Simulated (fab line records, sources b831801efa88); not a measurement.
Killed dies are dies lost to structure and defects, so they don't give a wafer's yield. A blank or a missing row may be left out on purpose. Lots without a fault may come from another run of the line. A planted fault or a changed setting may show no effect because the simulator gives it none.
Which tool did it? | flow sky130 | 13 lots, 39 wafers sampled, at 3 steps of a route of 708

WHAT THE GAUGES READ, wafer by wafer
SKY_FIELD_ISO_THK_MEAS_04. Usual: FIELD_ISO_CVD_03_THK 165.9 nm, standard deviation 1.5.
lot  | measured    | on            | FIELD_ISO_CVD_03_THK (nm) | flag
L131 | day 1 14:58 | film_metro-04 | 167.9 168.8 167.8         |
L132 | day 1 21:25 | film_metro-03 | 166.1 167.7 165.8         |
L133 | day 2 00:33 | film_metro-01 | 165.6 166.3 166.3         |
L134 | day 2 07:10 | film_metro-03 | 167.2 167.0 165.2         |
L136 | day 2 16:26 | film_metro-01 | 168.1 167.5 168.5         |
L138 | day 3 02:49 | film_metro-01 | 166.8 165.0 166.1         |
L145 | day 4 11:40 | film_metro-03 | 164.5 164.9 164.4         |
L146 | day 4 16:29 | film_metro-03 | 165.8 165.5 165.8         |
L147 | day 4 22:56 | film_metro-04 | 166.4 165.4 165.4         |
L149 | day 5 08:01 | film_metro-01 | 165.5 166.3 166.2         |
L150 | day 5 14:52 | film_metro-03 | 163.5 164.7 165.9         |
L153 | day 6 04:28 | film_metro-01 | 163.7 164.2 163.1         |
L154 | day 6 08:45 | film_metro-03 | 163.7 164.8 164.4         |

SKY_FIELD_ISO_THK_MEAS_25. Usual: FIELD_ISO_CVD_24_THK 597 nm, standard deviation 5.6.
lot  | measured    | on            | FIELD_ISO_CVD_24_THK (nm)     | flag
L131 | day 2 06:24 | film_metro-01 | 598 598 599                   |
L132 | day 2 19:11 | film_metro-03 | 593 597 607                   |
L133 | day 2 19:14 | film_metro-01 | 594 596 601                   |
L134 | day 3 02:17 | film_metro-04 | 603 603 605                   |
L136 | day 3 10:30 | film_metro-03 | 606 602 600                   |
L138 | day 3 20:38 | film_metro-03 | 589 594 586                   |
L145 | day 5 10:22 | film_metro-03 | 1044 1041 1039 1044 1043 1039 | OFF
L146 | day 5 15:43 | film_metro-04 | 1038 1032 1034 1039 1032 1033 | OFF
L147 | day 5 19:49 | film_metro-04 | 592 588 596                   |
L149 | day 6 03:57 | film_metro-04 | 598 597 588                   |
L150 | day 6 11:08 | film_metro-03 | 603 602 600                   |
L153 | day 7 02:26 | film_metro-01 | 600 595 609                   |
L154 | day 7 06:22 | film_metro-04 | 593 591 593                   |

WHICH TOOL RAN EACH LOT (tool, then ch and the chambers of the sampled wafers, then the start)
lot  | SKY_FIELD_ISO_CVD_24
L131 | hdpcvd-01 ch 0,1,2, day 2 06:19
L132 | hdpcvd-02 ch 0,1,2, day 2 19:05
L133 | hdpcvd-01 ch 1,2, day 2 19:09
L134 | hdpcvd-01 ch 1,2, day 3 02:12
L136 | hdpcvd-02 ch 0,2, day 3 10:26
L138 | hdpcvd-01 ch 1,2, day 3 20:34
L145 | hdpcvd-02 ch 0,1,2, day 5 10:18
L146 | hdpcvd-02 ch 0,1, day 5 15:38
L147 | hdpcvd-01 ch 1,2, day 5 19:43
L149 | hdpcvd-01 ch 2, day 6 03:50
L150 | hdpcvd-01 ch 0,1,2, day 6 11:02
L153 | hdpcvd-01 ch 0,1, day 7 02:21
L154 | hdpcvd-01 ch 1,2, day 7 06:17
- SKY_FIELD_ISO_CVD_24: deposits SiO2, target thk 595 nm, time 99.2 s.

WHAT THE TOOLS THEMSELVES READ (means of the sampled wafers that have a number; where no wafer has one, the mark that the record gives instead)
The record holds no such reading with a usual standard deviation.

THE ANSWER, worked out from the rows above alone
Rule: a lot is off if the mean of its wafers that have a number lies more than 3 standard deviations from the usual mean. A lot without any number at a reading at which 4 lots or more have one is off too. The other lots that the step has rows for count as sound. The gauges are gone through in route order, then the tools' own readings, and for those a lot's mean is taken as printed above. The first step at which some lot is off is used, and at that step the reading that is off furthest; a lot without a number counts as furthest.
Off: L145, L146, at SKY_FIELD_ISO_THK_MEAS_25 (FIELD_ISO_CVD_24_THK).
A tool fits if, at a process step before that reading, it ran every lot that is off, and no sound lot after the first of them. The gauges at SKY_FIELD_ISO_THK_MEAS_25 are tried like those tools. One fits: hdpcvd-02 at SKY_FIELD_ISO_CVD_24. Its last sound lot is L136 (day 3 10:26), its first lot that is off L145 (day 5 10:18): a fault that began between those two fits.

WHAT THE SIMULATOR HAD PUT IN
Process parameter drift: hdpcvd-02, from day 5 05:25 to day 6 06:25, at SKY_FIELD_ISO_CVD_24. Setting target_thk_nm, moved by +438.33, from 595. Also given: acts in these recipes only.
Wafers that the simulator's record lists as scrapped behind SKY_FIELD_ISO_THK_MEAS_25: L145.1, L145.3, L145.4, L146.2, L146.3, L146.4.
Lots struck among those shown: L145, L146. The rule above found the same.
